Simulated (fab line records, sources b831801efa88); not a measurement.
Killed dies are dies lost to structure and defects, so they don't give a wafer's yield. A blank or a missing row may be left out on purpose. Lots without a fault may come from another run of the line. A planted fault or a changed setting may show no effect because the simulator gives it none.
Problem report in the 8D (eight disciplines) form, filled by code | flow sky130 | the parts of the form that need people (team, actions taken, sign-off) are left out

1. THE PROBLEM
VIA3_HDPCVD_THK at SKY_VIA3_THK_MEAS_01 reads a mean of 1927 nm on 4 wafers of 2 lots; wafers without a fault read 1630 nm with a standard deviation of 23. That is +13 standard deviations from the usual mean.
First seen on wafer L183.1, day 40 21:14, on film_metro-04. The record holds 18 wafers of 6 lots with a number at this step. Rule for "out", or "out of limits": more than 4 standard deviations from the usual mean. The other wafers with a number count as sound.

2. WHAT IT IS AND WHAT IT IS NOT
question                    | is                             | is not
which readings at this step | VIA3_HDPCVD_THK                | -
which lots                  | L183, L184                     | L179, L196, L198, L199
which wafers of those lots  | L183.1, L183.5, L184.2, L184.5 | L183.2, L184.1
read on which gauges        | film_metro-02, film_metro-04   | film_metro-03
when                        | from day 40 21:14              | up to then (4 sound wafers); but 10 sound wafers of L184, L196, L198, L199 came after

3. SUSPECTS, AND WHAT RULES EACH OUT
Counting: a tool at a process step up to the reading stays a suspect if it ran every lot that is out. Sound lots after the first of them don't rule it out here, since some wafers of a struck lot are sound.
- the gauge at SKY_VIA3_THK_MEAS_01: ruled out. The wafers that are out were read on 2 gauges (film_metro-02, film_metro-04).
- rie_diel-03 at SKY_METAL3_ETCH_17 (etches SiO2 in C4F8/O2/Ar, stops on TiN, time 3.9 s, target depth 15 nm): kept. It ran every lot that is out, first L183 (day 40 20:14).
- rie_metal-02 at SKY_METAL3_METAL_ETCH_18 (etches the open film in Cl2/BCl3, stops on SiO2, target depth 845 nm, time 183.1 s): kept. It ran every lot that is out, first L183 (day 40 20:15).
- hdpcvd-02 at SKY_VIA3_HDPCVD_00 (deposits SiO2, target thk 1635 nm, time 272.5 s): kept. It ran every lot that is out, first L183 (day 40 21:04). Its own readings are out on those wafers: sih4_flow_sccm.
- Within hdpcvd-02 at SKY_VIA3_HDPCVD_00: the wafers that are out ran in chamber 1; their sound lot-mates ran in chamber 0.
Left after counting: rie_diel-03 at SKY_METAL3_ETCH_17, rie_metal-02 at SKY_METAL3_METAL_ETCH_18, hdpcvd-02 at SKY_VIA3_HDPCVD_00.

4. THE CAUSE (what the simulator had put in)
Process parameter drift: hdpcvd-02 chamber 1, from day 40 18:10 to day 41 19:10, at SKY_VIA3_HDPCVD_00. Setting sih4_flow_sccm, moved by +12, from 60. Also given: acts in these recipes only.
Counting left 3 suspects, and this tool is among them.

5. THE CHAIN OF EFFECTS, in route order
Each row: a reading whose mean over the struck wafers that have a number lies more than 3 standard deviations from the usual. Only readings for which the record gives a usual standard deviation are gone through. hours: the time from each lot's start at the first step in this table that gives one to its start at this step, as a median over the lots. sigmas: the change in usual standard deviations.
hours | step                 | reading         | usual      | on struck wafers | change | sigmas
0     | SKY_VIA3_HDPCVD_00   | sih4_flow_sccm  | 59.98 sccm | 72.02            | +12.04 | +71
0     | SKY_VIA3_THK_MEAS_01 | VIA3_HDPCVD_THK | 1630 nm    | 1927             | +297   | +13
The process steps in it:
- SKY_VIA3_HDPCVD_00: deposits SiO2, target thk 1635 nm, time 272.5 s.

6. WHAT WOULD HAVE CAUGHT IT SOONER
In this record the first reading out of limits at a measuring or inspecting step was taken at day 40 21:14, 3 hours after the fault began at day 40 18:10.
The tool's own readings at SKY_VIA3_HDPCVD_00 were out on every struck wafer that the step has a row for (sih4_flow_sccm): an alarm limit on them would have fired on the first of those.
Of the lots that are out (2), L184 began SKY_VIA3_HDPCVD_00 on hdpcvd-02 after day 40 21:14. A hold on the tool at that time would have spared it.
